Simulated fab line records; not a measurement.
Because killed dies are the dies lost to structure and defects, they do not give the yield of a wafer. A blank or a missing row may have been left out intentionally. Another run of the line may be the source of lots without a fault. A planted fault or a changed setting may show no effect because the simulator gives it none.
A lot that was struck, set against a sound lot ; flow sky130 ; 31 out of 708 route steps
Sound: these wafers, L332.2, L332.4, L332.5. Wafers L343.2, L343.5, L343.6 were the ones struck. At the end, the cause is stated.
At each step with rows: each side's tool, then ch and its chambers, then its first start. Under that, the readings that differ: sound wafers ; struck wafers ; difference of the means ; sigmas: that difference in standard deviations of wafers without a fault.
alike: readings with means less than 2 such deviations apart, plus words and numbers identical on both sides. not compared: withheld readings, readings lacking a value on some wafer, bounds such as >300 that could conceal the same value, and numbers that have no deviation in the record and whose values overlap.
A row with sigmas, a row that says differs or no value, or rows on one side alone: a step with any of these is where the two part. Numbers that don't overlap but have no deviation are shown without sigmas and don't part them. A reading missing from all wafers of one side parts the sides only when that side holds two or more wafers.

first, 1 step without rows for these wafers: SKY_PWDE_IMPLANT_08.
SKY_PWDE_STRIP_09: strips in O2/N2.
  sound on plasma_asher-02 ch 0,1, day 4 09:07; struck on plasma_asher-02 ch 0,1, day 6 20:11
reading;sound;struck;difference;sigmas
oes_product_au (a.u.);0.731 0.723 0.728;0.714 0.712 0.720;-0.012;-3
  alike: drypump_motor_current_A, strip_time_to_endpoint_s
  not compared: rf_hours_counter_h
SKY_PWDE_TW_MEAS_10:
  sound on film_metro-01, day 4 09:13; struck on film_metro-03, day 6 20:17
reading;sound;struck;difference;sigmas
PWDE_TW;380 382 384;371 370 372;-11;-3
then, 7 steps without rows for these wafers: SKY_NWELL_DEHYDRATE_03 (time 60 s); SKY_NWELL_HMDS_04 (prime time 60 s); SKY_NWELL_COAT_05 (resist thk 3000 nm); SKY_NWELL_SOFTBAKE_06; SKY_NWELL_EXPOSE_07 (exposes mask NWM, target cd 840 nm); SKY_NWELL_PEB_08; SKY_NWELL_DEVELOP_09 (develop time 61.01 s).
SKY_NWELL_OVL_MEAS_10:
  sound on overlay-01, day 5 02:25; struck on overlay-02, day 7 15:55
  alike: NWELL_00_OVL
next, for these wafers, 1 step has no rows: SKY_NWELL_IMPLANT_11.
SKY_NWELL_IMPLANT_12:
  sound on implanter-02 ch 0, day 5 02:37; struck on implanter-02 ch 0, day 7 16:07
reading;sound;struck;difference;sigmas
dose_ions_cm2;1.2984e+12 1.3029e+12 1.3024e+12;8.525e+11 8.524e+11 8.534e+11;-4.485e+11;-99 or more
faraday_current_uA;7.54 7.17 7.16;5.01 4.78 4.72;-2.45;-18
next, for these wafers, 1 step has no rows: SKY_NWELL_IMPLANT_13.
SKY_NWELL_STRIP_14: strips in O2/N2.
  sound on plasma_asher-04 ch 0,1, day 5 02:54; struck on plasma_asher-01 ch 0,1, day 7 16:23
  alike: drypump_motor_current_A, oes_product_au, strip_time_to_endpoint_s
  not compared: rf_hours_counter_h
SKY_NWELL_TW_MEAS_15:
  sound on film_metro-03, day 5 03:01; struck on film_metro-04, day 7 16:30
  alike: NWELL_TW
then, 7 steps without rows for these wafers: SKY_NWELL_DEHYDRATE_16 (time 60 s); SKY_NWELL_HMDS_17 (prime time 60 s); SKY_NWELL_COAT_18 (resist thk 3000 nm); SKY_NWELL_SOFTBAKE_19; SKY_NWELL_EXPOSE_20 (exposes mask NWM COMPLEMENT, target cd 840 nm); SKY_NWELL_PEB_21; SKY_NWELL_DEVELOP_22 (develop time 60 s).
SKY_NWELL_OVL_MEAS_23:
  sound on overlay-01, day 5 20:46; struck on overlay-01, day 8 12:58
  alike: NWELL_01_OVL
next, for these wafers, 1 step has no rows: SKY_NWELL_IMPLANT_24.
SKY_NWELL_STRIP_25: strips in O2/N2.
  sound on plasma_asher-01 ch 0,1, day 5 20:56; struck on plasma_asher-01 ch 0,1, day 8 13:09
  alike: drypump_motor_current_A, oes_product_au, strip_time_to_endpoint_s
  not compared: rf_hours_counter_h
SKY_NWELL_TW_MEAS_26:
  sound on film_metro-04, day 5 21:03; struck on film_metro-01, day 8 13:16
  alike: NWELL_2_TW
then, 1 step without rows for these wafers: SKY_NWELL_CLEAN_27 (cleans in SC1/SC2, time 155.1 s).
SKY_NWELL_RTA_28: time 30 s.
  sound on rtp_anneal-01 ch 0, day 5 21:10; struck on rtp_anneal-01 ch 0, day 8 13:23
  alike: lamp_power_pct, wafer_temp_C_max
SKY_NWELL_RS_MEAS_29: measurement is done with a four-point probe.
  sound on film_metro-03, day 5 21:16; struck on film_metro-04, day 8 13:29
reading;sound;struck;difference;sigmas
NWELL_RS (ohm/sq);625.4 626.9 624.6;639.5 636.9 639.9;+13.1;+10
-- the record jumps here: 41 days lie between the struck wafers' starts before and after (it left off in module NWELL and takes up again in module PAD_OPEN, whose first step shown is number 708 of the route) --
SKY_PAD_OPEN_PROBE_99:
  sound on prober-01, day 46 22:16; struck on prober-02, day 49 20:05
reading;sound;struck;difference;sigmas
killed_dies;81 83 74;107 93 97;+20;+2
killed_short;38 34 33;63 51 48;+19;+3
model.etest.nfet_16v.r_on_ohm_um;1.401e+04 1.398e+04 1.411e+04;1.453e+04 1.449e+04 1.444e+04;+4.533e+02;
model.etest.pfet_g5v0d10v5.r_on_ohm_um;4750 4796 4772;4645 4618 4601;-151;
model.etest.tip_p_5v.rs_ohm_sq;2861 2871 2869;2822 2813 2800;-55;
model.etest.pfet_g5v0d10v5.drive_ua_um;341.3 338.8 342.8;349.8 353.3 352.3;+10.8;
model.etest.pfet_01v8_lvt.drive_ua_um;174.9 175.2 175.4;181.8 181.4 180.2;+6.0;
model.etest.pfet_16v.drive_ua_um;244 246.1 243.6;252.5 251.9 255;+8.6;
model.etest.pfet_g5v0d10v5.off_log10_a_um;-12.72 -12.6 -12.4;-10.94 -10.93 -10.94;+1.64;
model.etest.pfet_01v8_lvt.off_log10_a_um;-9.078 -9.184 -9.183;-8.118 -7.762 -8.031;+1.178;
  alike: killed_at_M0_to_M3, killed_at_M4_up, killed_at_contacts, killed_at_front_end, killed_at_other, killed_open

== WHERE THEY PART ==
Earliest at SKY_PWDE_STRIP_09; latest, in this record, at SKY_PAD_OPEN_PROBE_99.

WHY: what had been put in by the simulator
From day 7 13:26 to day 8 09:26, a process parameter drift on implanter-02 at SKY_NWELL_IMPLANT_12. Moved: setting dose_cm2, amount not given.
